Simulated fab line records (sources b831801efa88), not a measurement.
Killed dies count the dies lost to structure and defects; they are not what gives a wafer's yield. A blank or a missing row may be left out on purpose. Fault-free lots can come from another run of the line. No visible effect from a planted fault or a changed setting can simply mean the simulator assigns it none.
fab line records	flow gf180mcu
record: lots: 24	wafers: 72	last_day: 34
route steps=602 shown DUAL_GATE@154 HV_LDD@196 M1@329 M2@376 M3@413 V5@543
lots with no fault: from the same line, run without faults
start_h: the number of hours between the record's first day and the start of the first shown wafer of the lot	wait_h: how many hours have passed since the lot's step before this one	" identical to the entry in the row above	L1.1+2: one row covering several wafers at once	- no value, or no start was given	* or withheld: withheld	< > ~ a bound
route shown NAME@n: names a module that has steps shown in the file, with the first one's number in the route	usual: mean and standard deviation over wafers with no fault	same: alike in all rows	chamber/n: place in a boat	sites: per-site readings	_std_site: standard deviation of those values	_edge_site: inner sites' mean taken away from outer sites' mean	radius_mm: how far each site lies from the wafer's centre	mask NAME#n: copy n	behind: the most recent tool/chamber to have shaped the wafer	hold: what put the lot on hold/how long, in hours/how the hold closed	device: names the non-switching transistor (n, p or np)	end of line: the route-end tests of the same wafers	a step without rows: its recipe alone	killed: dies that structure and defects cost at the first sort, which is not the same as the wafer's yield	map: dies across one wafer; x = killed, . = not, _ = none there
set.NAME: the setting that was run; set.NAME@STEP: the one run at that earlier step	model.NAME: the simulator's own value behind a step, which no gauge read
one table for each step of the route and one row for each wafer, over a sample of lots
services: from which hour (start_h, from the record's first day; less than 0 if before it) a tool's chamber was out of use, for how many hours, and why
== steps ==
step: GF_DUAL_GATE_STRIP_13
recipe: chemistry: O2/N2	power_w: 1400	pressure_mtorr: 1500	platen_temp_c: 250	o2_flow_sccm: 3000	n2_flow_sccm: 300	overash_fraction: 0.5
usual: drypump_motor_current_A: 5.7/0.41	heater_power_w: 330/18	n2_flow_sccm: 300.1/0.95	oes_product_au: 0.716/0.0049	platen_temp_c: 249.99/0.19	strip_time_to_endpoint_s: 12.64/0.032
same: overash_fraction: 0.5
lot.wafer	tool	chamber	start_h	wait_h	drypump_motor_current_A	heater_power_w	n2_flow_sccm	oes_product_au	platen_temp_c	rf_hours_counter_h	strip_time_to_endpoint_s
L074.1	plasma_asher-01	1	180.55	0.0	5.0	350	300.4	0.713	250.08	56	12.63
L074.2	"	0	"	"	5.6	330	301.2	0.718	249.62	56	12.62
L074.4	"	1	"	"	5.0	348	300.4	0.725	250.09	-	12.63
L075.2	plasma_asher-04	1	186.58	0.0	5.9	331	299.8	0.716	249.93	43	12.64
L075.4	"	0	"	"	6.3	355	300.8	0.717	250.05	-	12.66
L075.6	"	1	"	"	5.9	344	299.6	0.722	249.88	-	12.63
L076.3	plasma_asher-03	0	187.77	0.0	5.7	315	300.6	0.716	249.95	-	12.65
L076.5	"	1	"	"	6.0	302	300.5	0.713	250.04	-	12.65
L076.6	"	0	"	"	5.7	309	299.0	0.714	249.98	-	12.69
L077.2	plasma_asher-03	1	195.86	0.0	6.0	305	300.7	0.711	250.14	7	12.68
L077.3	"	0	"	"	5.7	303	297.3	0.717	249.94	-	12.63
L077.6	"	0	"	"	5.8	310	299.2	0.714	249.81	-	12.75
L078.1	plasma_asher-04	1	201.01	0.0	5.9	341	299.7	0.721	249.88	45	12.67
L078.2	"	0	"	"	6.3	343	301.5	0.712	249.80	45	12.65
L078.5	"	1	"	"	5.9	339	298.8	0.722	249.99	-	12.65
L079.1	plasma_asher-01	0	210.78	0.0	5.6	338	301.3	0.715	250.30	58	12.63
L079.5	"	0	"	"	5.6	336	299.8	0.720	250.03	-	12.64
L079.6	"	1	"	"	5.0	352	300.1	0.715	249.93	-	12.67
L080.1	plasma_asher-01	0	222.86	0.0	5.6	339	300.0	0.709	249.88	59	12.67
L080.2	"	1	"	"	5.0	352	299.2	0.712	250.14	59	12.68
L080.3	"	0	"	"	5.6	335	299.7	0.709	250.15	-	12.65
L081.1	plasma_asher-03	1	230.01	0.0	6.0	310	301.0	0.714	249.89	10	12.69
L081.4	"	1	"	"	6.0	307	300.3	0.717	249.80	-	12.67
L081.5	"	0	"	"	5.8	314	300.7	0.714	250.23	-	12.64
L082.4	plasma_asher-01	1	233.59	0.0	5.0	343	300.2	0.713	249.91	-	12.64
L082.5	"	1	"	"	5.0	349	298.6	0.723	249.78	-	12.64
L082.6	"	0	"	"	5.6	331	300.0	0.720	249.96	-	12.65
L083.2	plasma_asher-03	0	241.65	0.0	5.7	317	301.2	0.725	249.71	12	12.59
L083.3	"	0	"	"	5.7	318	301.7	0.712	250.22	-	12.60
L083.6	"	0	"	"	5.7	317	300.5	0.708	250.04	-	12.63
L084.2	plasma_asher-03	1	247.48	0.0	6.0	314	300.2	0.726	250.08	12	12.59
L084.3	"	1	"	"	6.0	309	298.8	0.718	250.27	-	12.64
L084.6	"	0	"	"	5.8	310	300.6	0.714	249.77	-	12.60
L085.3	plasma_asher-01	0	252.64	0.0	5.6	338	300.2	0.714	250.07	-	12.65
L085.5	"	1	"	"	5.0	340	300.1	0.714	250.15	-	12.67
L085.6	"	0	"	"	5.6	329	298.7	0.713	249.90	-	12.66
L086.2	plasma_asher-04	0	258.76	0.0	6.3	353	298.3	0.719	249.90	51	12.61
L086.4	"	0	"	"	6.3	348	298.5	0.713	250.09	-	12.60
L086.6	"	1	"	"	5.9	336	300.5	0.717	249.99	-	12.59
L087.1	plasma_asher-03	0	262.54	0.0	5.7	316	298.6	0.721	250.10	14	12.59
L087.3	"	1	"	"	6.0	302	300.2	0.715	250.56	-	12.66
L087.5	"	0	"	"	5.8	320	299.2	0.731	250.25	-	12.67
L088.2	plasma_asher-01	1	271.76	0.0	5.0	350	298.5	0.710	249.31	64	12.71
L088.4	"	0	"	"	5.6	334	299.4	0.713	249.96	-	12.68
L088.6	"	0	"	"	5.6	335	298.4	0.721	250.02	-	12.72
L089.1	plasma_asher-04	1	274.68	0.0	5.9	346	300.6	0.716	249.95	53	12.60
L089.4	"	1	"	"	5.9	326	300.0	0.714	250.14	-	12.60
L089.5	"	0	"	"	6.3	343	299.1	0.714	249.84	-	12.63
L090.1	plasma_asher-03	1	281.31	0.0	6.0	298	300.5	0.718	250.09	16	12.67
L090.2	"	0	"	"	5.7	311	301.9	0.716	249.93	16	12.63
L090.6	"	1	"	"	6.0	298	299.4	0.723	249.88	-	12.63
L091.4	plasma_asher-04	1	290.13	0.0	5.9	340	300.5	0.709	249.94	-	12.66
L091.5	"	1	"	"	6.0	342	299.1	0.722	250.26	-	12.65
L091.6	"	0	"	"	6.2	350	299.9	0.722	249.94	-	12.65
L092.1	plasma_asher-01	1	296.28	0.0	5.0	350	300.3	0.710	250.11	67	12.62
L092.3	"	1	"	"	5.0	341	301.2	0.719	249.86	-	12.65
L092.6	"	1	"	"	5.0	349	300.5	0.722	250.24	-	12.61
L093.3	plasma_asher-03	0	302.32	0.0	5.7	310	299.0	0.716	250.13	-	12.62
L093.4	"	1	"	"	6.1	304	301.7	0.719	249.89	-	12.66
L093.5	"	1	"	"	6.0	309	300.5	0.719	249.71	-	12.64
L094.2	plasma_asher-01	1	309.53	0.0	5.0	351	300.7	0.708	249.93	68	12.56
L094.4	"	0	"	"	5.6	338	300.3	0.706	249.99	-	12.59
L094.5	"	0	"	"	5.6	340	300.7	0.718	250.36	-	12.60
L095.2	plasma_asher-03	1	316.19	0.0	6.0	297	298.8	0.713	249.93	20	12.61
L095.5	"	0	"	"	5.7	321	302.1	0.718	249.81	-	12.61
L095.6	"	1	"	"	6.0	309	299.6	0.716	250.21	-	12.63
L096.1	plasma_asher-01	0	322.16	0.0	5.6	337	300.1	0.714	250.09	70	12.58
L096.3	"	0	"	"	5.6	328	300.0	0.711	250.00	-	12.62
L096.4	"	1	"	"	5.0	345	299.7	0.711	249.81	-	12.66
L097.4	plasma_asher-04	1	327.69	0.0	5.9	335	300.9	0.721	249.89	-	12.60
L097.5	"	1	"	"	6.0	339	299.8	0.713	249.91	-	12.65
L097.6	"	0	"	"	6.3	359	300.1	0.709	250.16	-	12.64
step: GF_HV_LDD_OVL_MEAS_20
usual: HV_LDD_01_OVL: -0.2/1.3
lot.wafer	tool	chamber	start_h	wait_h	HV_LDD_01_OVL[nm]
L074.1	overlay-02	-	236.41	0.1	0.0
L074.2	"	-	"	"	0.8
L074.4	"	-	"	"	0.9
L075.2	overlay-01	-	242.61	0.1	2.2
L075.4	"	-	"	"	1.3
L075.6	"	-	"	"	1.1
L076.3	overlay-01	-	243.92	0.1	-1.4
L076.5	"	-	"	"	-0.8
L076.6	"	-	"	"	-2.0
L077.2	overlay-01	-	257.56	0.1	-1.1
L077.3	"	-	"	"	-1.7
L077.6	"	-	"	"	-3.4
L078.1	overlay-01	-	263.20	0.1	-1.9
L078.2	"	-	"	"	2.3
L078.5	"	-	"	"	0.7
L079.1	overlay-02	-	272.06	0.1	1.9
L079.5	"	-	"	"	0.6
L079.6	"	-	"	"	-1.3
L080.1	overlay-01	-	284.90	0.1	0.4
L080.2	"	-	"	"	1.5
L080.3	"	-	"	"	0.0
L081.1	overlay-01	-	291.80	0.1	0.9
L081.4	"	-	"	"	1.1
L081.5	"	-	"	"	-0.3
L082.4	overlay-01	-	295.57	0.1	-1.0
L082.5	"	-	"	"	0.4
L082.6	"	-	"	"	-1.7
L083.2	overlay-02	-	303.82	0.1	0.5
L083.3	"	-	"	"	0.8
L083.6	"	-	"	"	-0.3
L084.2	overlay-02	-	310.42	0.1	1.4
L084.3	"	-	"	"	2.2
L084.6	"	-	"	"	2.9
L085.3	overlay-02	-	314.67	0.1	1.5
L085.5	"	-	"	"	-0.7
L085.6	"	-	"	"	-1.5
L086.2	overlay-02	-	324.76	0.1	-0.4
L086.4	"	-	"	"	-1.3
L086.6	"	-	"	"	0.5
L087.1	overlay-01	-	326.85	0.1	-0.6
L087.3	"	-	"	"	-0.1
L087.5	"	-	"	"	0.7
L088.2	overlay-01	-	336.25	0.1	0.1
L088.4	"	-	"	"	1.3
L088.6	"	-	"	"	-1.4
L089.1	overlay-02	-	341.16	0.1	-2.4
L089.4	"	-	"	"	-2.7
L089.5	"	-	"	"	-0.6
L090.1	overlay-02	-	349.36	0.1	0.8
L090.2	"	-	"	"	0.1
L090.6	"	-	"	"	0.4
L091.4	overlay-02	-	357.72	0.1	-1.2
L091.5	"	-	"	"	-1.0
L091.6	"	-	"	"	-2.9
L092.1	overlay-01	-	363.80	0.1	-0.5
L092.3	"	-	"	"	-2.6
L092.6	"	-	"	"	-3.6
L093.3	overlay-02	-	370.46	0.1	-1.1
L093.4	"	-	"	"	-0.5
L093.5	"	-	"	"	1.2
L094.2	overlay-02	-	376.96	0.1	1.2
L094.4	"	-	"	"	0.2
L094.5	"	-	"	"	0.1
L095.2	overlay-01	-	384.95	0.1	-2.1
L095.5	"	-	"	"	-1.4
L095.6	"	-	"	"	-0.4
L096.1	overlay-01	-	392.80	0.1	-1.0
L096.3	"	-	"	"	0.9
L096.4	"	-	"	"	1.3
L097.4	overlay-01	-	397.02	0.1	-0.6
L097.5	"	-	"	"	-2.0
L097.6	"	-	"	"	-0.6
step: GF_M1_CD_MEAS_14
recipe: target_cd_nm: 230
usual: cd_nm: 230.4/1.4
lot.wafer	tool	chamber	start_h	wait_h	cd_nm
L074.1	cd_sem-01	-	383.63	0.1	232.3
L074.2	"	-	"	"	232.7
L074.4	"	-	"	"	232.3
L075.2	cd_sem-01	-	393.19	0.1	228.6
L075.4	"	-	"	"	229.2
L075.6	"	-	"	"	228.7
L076.3	cd_sem-02	-	395.72	0.1	230.6
L076.5	"	-	"	"	232.0
L076.6	"	-	"	"	231.9
L077.2	cd_sem-02	-	409.24	0.1	229.6
L077.3	"	-	"	"	228.6
L077.6	"	-	"	"	230.3
L078.1	cd_sem-02	-	418.38	0.1	230.9
L078.2	"	-	"	"	229.0
L078.5	"	-	"	"	230.4
L079.1	cd_sem-01	-	429.28	0.1	231.0
L079.5	"	-	"	"	229.9
L079.6	"	-	"	"	229.0
L080.1	cd_sem-01	-	444.57	0.1	230.8
L080.2	"	-	"	"	231.0
L080.3	"	-	"	"	231.9
L081.1	cd_sem-01	-	452.73	0.1	231.3
L081.4	"	-	"	"	231.7
L081.5	"	-	"	"	231.3
L082.4	cd_sem-02	-	457.54	0.1	232.3
L082.5	"	-	"	"	232.4
L082.6	"	-	"	"	235.0
L083.2	cd_sem-01	-	472.40	0.1	231.8
L083.3	"	-	"	"	231.4
L083.6	"	-	"	"	231.7
L084.2	cd_sem-01	-	477.00	0.1	232.2
L084.3	"	-	"	"	231.8
L084.6	"	-	"	"	231.5
L085.3	cd_sem-01	-	488.00	0.1	231.7
L085.5	"	-	"	"	229.3
L085.6	"	-	"	"	231.2
L086.2	cd_sem-02	-	498.43	0.1	230.8
L086.4	"	-	"	"	229.5
L086.6	"	-	"	"	230.7
L087.1	cd_sem-01	-	501.61	0.1	231.8
L087.3	"	-	"	"	231.0
L087.5	"	-	"	"	231.8
L088.2	cd_sem-02	-	513.65	0.1	231.3
L088.4	"	-	"	"	231.4
L088.6	"	-	"	"	230.8
L089.1	cd_sem-01	-	517.53	0.1	230.3
L089.4	"	-	"	"	229.2
L089.5	"	-	"	"	229.9
L090.1	cd_sem-02	-	523.53	0.1	230.9
L090.2	"	-	"	"	230.4
L090.6	"	-	"	"	230.9
L091.4	cd_sem-01	-	531.74	0.1	227.9
L091.5	"	-	"	"	229.5
L091.6	"	-	"	"	229.4
L092.1	cd_sem-02	-	538.56	0.1	229.0
L092.3	"	-	"	"	228.9
L092.6	"	-	"	"	228.3
L093.3	cd_sem-01	-	545.85	0.1	229.7
L093.4	"	-	"	"	229.9
L093.5	"	-	"	"	229.5
L094.2	cd_sem-02	-	549.98	0.1	227.0
L094.4	"	-	"	"	228.2
L094.5	"	-	"	"	227.6
L095.2	cd_sem-01	-	558.80	0.1	230.1
L095.5	"	-	"	"	230.1
L095.6	"	-	"	"	228.4
L096.1	cd_sem-02	-	567.97	0.1	229.9
L096.3	"	-	"	"	230.5
L096.4	"	-	"	"	230.7
L097.4	cd_sem-02	-	572.03	0.1	229.3
L097.5	"	-	"	"	229.8
L097.6	"	-	"	"	230.1
step: GF_M2_CD_MEAS_14
recipe: target_cd_nm: 280
usual: cd_nm: 279.8/1.2
lot.wafer	tool	chamber	start_h	wait_h	cd_nm
L074.1	cd_sem-01	-	433.32	0.1	281.0
L074.2	"	-	"	"	281.8
L074.4	"	-	"	"	281.8
L075.2	cd_sem-02	-	444.15	0.1	280.6
L075.4	"	-	"	"	280.6
L075.6	"	-	"	"	279.5
L076.3	cd_sem-02	-	446.86	0.1	279.8
L076.5	"	-	"	"	280.1
L076.6	"	-	"	"	278.9
L077.2	cd_sem-01	-	462.55	0.1	279.9
L077.3	"	-	"	"	280.1
L077.6	"	-	"	"	279.4
L078.1	cd_sem-02	-	471.28	0.1	277.4
L078.2	"	-	"	"	278.7
L078.5	"	-	"	"	278.1
L079.1	cd_sem-01	-	482.78	0.1	280.1
L079.5	"	-	"	"	280.0
L079.6	"	-	"	"	281.0
L080.1	cd_sem-02	-	496.79	0.1	278.9
L080.2	"	-	"	"	278.3
L080.3	"	-	"	"	277.0
L081.1	cd_sem-01	-	505.89	0.1	281.0
L081.4	"	-	"	"	282.1
L081.5	"	-	"	"	280.5
L082.4	cd_sem-02	-	509.45	0.1	280.0
L082.5	"	-	"	"	279.3
L082.6	"	-	"	"	278.6
L083.2	cd_sem-01	-	524.60	0.1	278.9
L083.3	"	-	"	"	278.0
L083.6	"	-	"	"	279.5
L084.2	cd_sem-01	-	527.65	0.1	281.2
L084.3	"	-	"	"	280.7
L084.6	"	-	"	"	280.9
L085.3	cd_sem-01	-	537.22	0.1	279.1
L085.5	"	-	"	"	277.8
L085.6	"	-	"	"	278.2
L086.2	cd_sem-02	-	548.05	0.1	277.9
L086.4	"	-	"	"	279.0
L086.6	"	-	"	"	280.2
L087.1	cd_sem-02	-	550.61	0.1	278.4
L087.3	"	-	"	"	280.2
L087.5	"	-	"	"	280.0
L088.2	cd_sem-01	-	561.75	0.1	281.0
L088.4	"	-	"	"	280.1
L088.6	"	-	"	"	279.7
L089.1	cd_sem-02	-	566.51	0.1	280.7
L089.4	"	-	"	"	280.9
L089.5	"	-	"	"	280.4
L090.1	cd_sem-01	-	572.21	0.1	277.7
L090.2	"	-	"	"	278.9
L090.6	"	-	"	"	279.1
L091.4	cd_sem-01	-	579.07	0.1	279.9
L091.5	"	-	"	"	279.4
L091.6	"	-	"	"	279.4
L092.1	cd_sem-01	-	585.08	0.1	281.1
L092.3	"	-	"	"	281.6
L092.6	"	-	"	"	281.7
L093.3	cd_sem-02	-	592.57	0.1	278.5
L093.4	"	-	"	"	279.2
L093.5	"	-	"	"	278.4
L094.2	cd_sem-01	-	596.50	0.1	281.4
L094.4	"	-	"	"	281.6
L094.5	"	-	"	"	281.0
L095.2	cd_sem-01	-	605.40	0.1	279.8
L095.5	"	-	"	"	279.3
L095.6	"	-	"	"	279.9
L096.1	cd_sem-02	-	614.28	0.1	281.6
L096.3	"	-	"	"	281.5
L096.4	"	-	"	"	280.2
L097.4	cd_sem-01	-	616.72	0.1	278.2
L097.5	"	-	"	"	279.1
L097.6	"	-	"	"	279.3
step: GF_M3_SPUTTER_04
recipe: material: TiN	target_thk_nm: 50	power_w: 6500	time_s: 43.56	chamber_pressure_pa: 0.4
usual: throttle_valve_pct: 30.0/1
lot.wafer	tool	chamber	start_h	wait_h	throttle_valve_pct
L074.1	pvd_sputter-02	-	461.96	0.0	29.3
L074.2	"	-	"	"	31.6
L074.4	"	-	"	"	29.2
L075.2	pvd_sputter-03	-	472.11	0.0	30.7
L075.4	"	-	"	"	30.0
L075.6	"	-	"	"	29.4
L076.3	pvd_sputter-02	-	474.95	0.0	30.8
L076.5	"	-	"	"	31.0
L076.6	"	-	"	"	29.0
L077.2	pvd_sputter-02	-	491.01	0.0	28.9
L077.3	"	-	"	"	31.1
L077.6	"	-	"	"	30.7
L078.1	pvd_sputter-02	-	498.84	0.0	30.8
L078.2	"	-	"	"	31.5
L078.5	"	-	"	"	29.2
L079.1	pvd_sputter-02	-	509.79	0.0	31.5
L079.5	"	-	"	"	28.8
L079.6	"	-	"	"	31.0
L080.1	pvd_sputter-02	-	523.13	0.0	31.4
L080.2	"	-	"	"	30.7
L080.3	"	-	"	"	29.3
L081.1	pvd_sputter-03	-	532.27	0.0	29.6
L081.4	"	-	"	"	30.6
L081.5	"	-	"	"	28.7
L082.4	pvd_sputter-04	-	535.52	0.0	29.4
L082.5	"	-	"	"	31.3
L082.6	"	-	"	"	29.0
L083.2	pvd_sputter-02	-	550.82	0.0	29.2
L083.3	"	-	"	"	31.1
L083.6	"	-	"	"	30.9
L084.2	pvd_sputter-03	-	553.72	0.0	30.6
L084.3	"	-	"	"	29.5
L084.6	"	-	"	"	30.1
L085.3	pvd_sputter-04	-	562.78	0.0	31.5
L085.5	"	-	"	"	29.4
L085.6	"	-	"	"	31.4
L086.2	pvd_sputter-04	-	573.32	0.0	29.1
L086.4	"	-	"	"	29.2
L086.6	"	-	"	"	29.4
L087.1	pvd_sputter-03	-	575.83	0.0	29.8
L087.3	"	-	"	"	30.9
L087.5	"	-	"	"	28.7
L088.2	pvd_sputter-04	-	586.16	0.0	31.8
L088.4	"	-	"	"	29.4
L088.6	"	-	"	"	29.8
L089.1	pvd_sputter-03	-	590.87	0.0	30.3
L089.4	"	-	"	"	29.4
L089.5	"	-	"	"	30.5
L090.1	pvd_sputter-02	-	596.62	0.0	29.2
L090.2	"	-	"	"	31.2
L090.6	"	-	"	"	29.3
L091.4	pvd_sputter-02	-	603.43	0.0	28.9
L091.5	"	-	"	"	31.7
L091.6	"	-	"	"	29.1
L092.1	pvd_sputter-02	-	609.23	0.0	30.8
L092.3	"	-	"	"	29.3
L092.6	"	-	"	"	29.0
L093.3	pvd_sputter-02	-	616.38	0.0	28.9
L093.4	"	-	"	"	29.3
L093.5	"	-	"	"	29.0
L094.2	pvd_sputter-03	-	620.86	0.0	29.4
L094.4	"	-	"	"	28.6
L094.5	"	-	"	"	29.8
L095.2	pvd_sputter-04	-	629.78	0.0	29.7
L095.5	"	-	"	"	29.4
L095.6	"	-	"	"	31.6
L096.1	pvd_sputter-02	-	638.14	0.0	29.3
L096.3	"	-	"	"	31.4
L096.4	"	-	"	"	31.0
L097.4	pvd_sputter-02	-	640.13	0.0	30.7
L097.5	"	-	"	"	31.6
L097.6	"	-	"	"	29.2
step: GF_V5_THK_MEAS_03
recipe: reads: SiO2_of_V5_CVD_02
usual: V5_CVD_02_THK: 1449/19
lot.wafer	tool	chamber	start_h	wait_h	V5_CVD_02_THK[nm]
L074.1	film_metro-02	-	606.47	0.1	1441
L074.2	"	-	"	"	1443
L074.4	"	-	"	"	1470
L075.2	film_metro-03	-	615.14	0.1	1424
L075.4	"	-	"	"	1452
L075.6	"	-	"	"	1470
L076.3	film_metro-01	-	619.20	0.1	1432
L076.5	"	-	"	"	1456
L076.6	"	-	"	"	1458
L077.2	film_metro-02	-	631.84	0.1	1483
L077.3	"	-	"	"	1454
L077.6	"	-	"	"	1476
L078.1	film_metro-03	-	637.81	0.1	1443
L078.2	"	-	"	"	1435
L078.5	"	-	"	"	1439
L079.1	film_metro-02	-	646.86	0.1	1452
L079.5	"	-	"	"	1471
L079.6	"	-	"	"	1479
L080.1	film_metro-01	-	658.30	0.1	1447
L080.2	"	-	"	"	1421
L080.3	"	-	"	"	1449
L081.1	film_metro-03	-	666.60	0.1	1429
L081.4	"	-	"	"	1443
L081.5	"	-	"	"	1461
L082.4	film_metro-03	-	669.31	0.0	1448
L082.5	"	-	"	"	1435
L082.6	"	-	"	"	1436
L083.2	film_metro-03	-	683.00	0.1	1436
L083.3	"	-	"	"	1440
L083.6	"	-	"	"	1455
L084.2	film_metro-01	-	688.80	0.1	1438
L084.3	"	-	"	"	1434
L084.6	"	-	"	"	1466
L085.3	film_metro-02	-	691.34	0.1	1431
L085.5	"	-	"	"	1454
L085.6	"	-	"	"	1460
L086.2	film_metro-02	-	699.94	0.1	1433
L086.4	"	-	"	"	1448
L086.6	"	-	"	"	1487
L087.1	film_metro-02	-	704.25	0.1	1429
L087.3	"	-	"	"	1426
L087.5	"	-	"	"	1458
L088.2	film_metro-02	-	712.05	0.1	1419
L088.4	"	-	"	"	1434
L088.6	"	-	"	"	1467
L089.1	film_metro-02	-	716.24	0.1	1419
L089.4	"	-	"	"	1441
L089.5	"	-	"	"	1446
L090.1	film_metro-01	-	720.87	0.1	1452
L090.2	"	-	"	"	1457
L090.6	"	-	"	"	1474
L091.4	film_metro-01	-	727.65	0.0	1456
L091.5	"	-	"	"	1424
L091.6	"	-	"	"	1477
L092.1	film_metro-03	-	732.36	0.1	1404
L092.3	"	-	"	"	1463
L092.6	"	-	"	"	1470
L093.3	film_metro-02	-	738.39	0.1	1439
L093.4	"	-	"	"	1482
L093.5	"	-	"	"	1468
L094.2	film_metro-02	-	743.00	0.1	1468
L094.4	"	-	"	"	1484
L094.5	"	-	"	"	1487
L095.2	film_metro-03	-	749.79	0.1	1431
L095.5	"	-	"	"	1436
L095.6	"	-	"	"	1442
L096.1	film_metro-02	-	755.29	0.1	1463
L096.3	"	-	"	"	1455
L096.4	"	-	"	"	1467
L097.4	film_metro-01	-	757.36	0.0	1439
L097.5	"	-	"	"	1441
L097.6	"	-	"	"	1475
== services ==
tool	chamber	start_h	hours	kind
plasma_asher-03	-	172.80	14.6	pm
plasma_asher-01	-	184.60	17.2	pm
plasma_asher-03	-	200.37	2.6	repair
plasma_asher-01	-	227.02	2.8	pm
pvd_sputter-02	2	238.98	-	consumable_replace:kit
pvd_sputter-02	2	238.98	18.0	scheduled_down
pvd_sputter-02	2	238.98	18.0	vent_cycle
pvd_sputter-03	-	240.43	1.7	repair
pvd_sputter-03	-	247.78	2.1	repair
pvd_sputter-02	-	327.02	1.7	repair
pvd_sputter-03	-	331.69	1.4	repair
plasma_asher-03	-	333.33	1.5	repair
pvd_sputter-03	-	349.06	2.2	repair
pvd_sputter-02	-	352.79	3.0	repair
pvd_sputter-03	-	396.09	1.1	repair
plasma_asher-01	-	412.00	5.2	repair
plasma_asher-01	-	421.33	9.0	pm
plasma_asher-04	-	444.76	5.3	repair
pvd_sputter-04	-	454.96	22.1	repair
pvd_sputter-04	-	479.88	1.1	repair
pvd_sputter-04	-	481.09	0.7	repair
pvd_sputter-04	-	520.94	4.1	repair
pvd_sputter-02	-	582.03	9.0	repair
plasma_asher-04	-	614.19	14.6	pm
== key ==
fault none
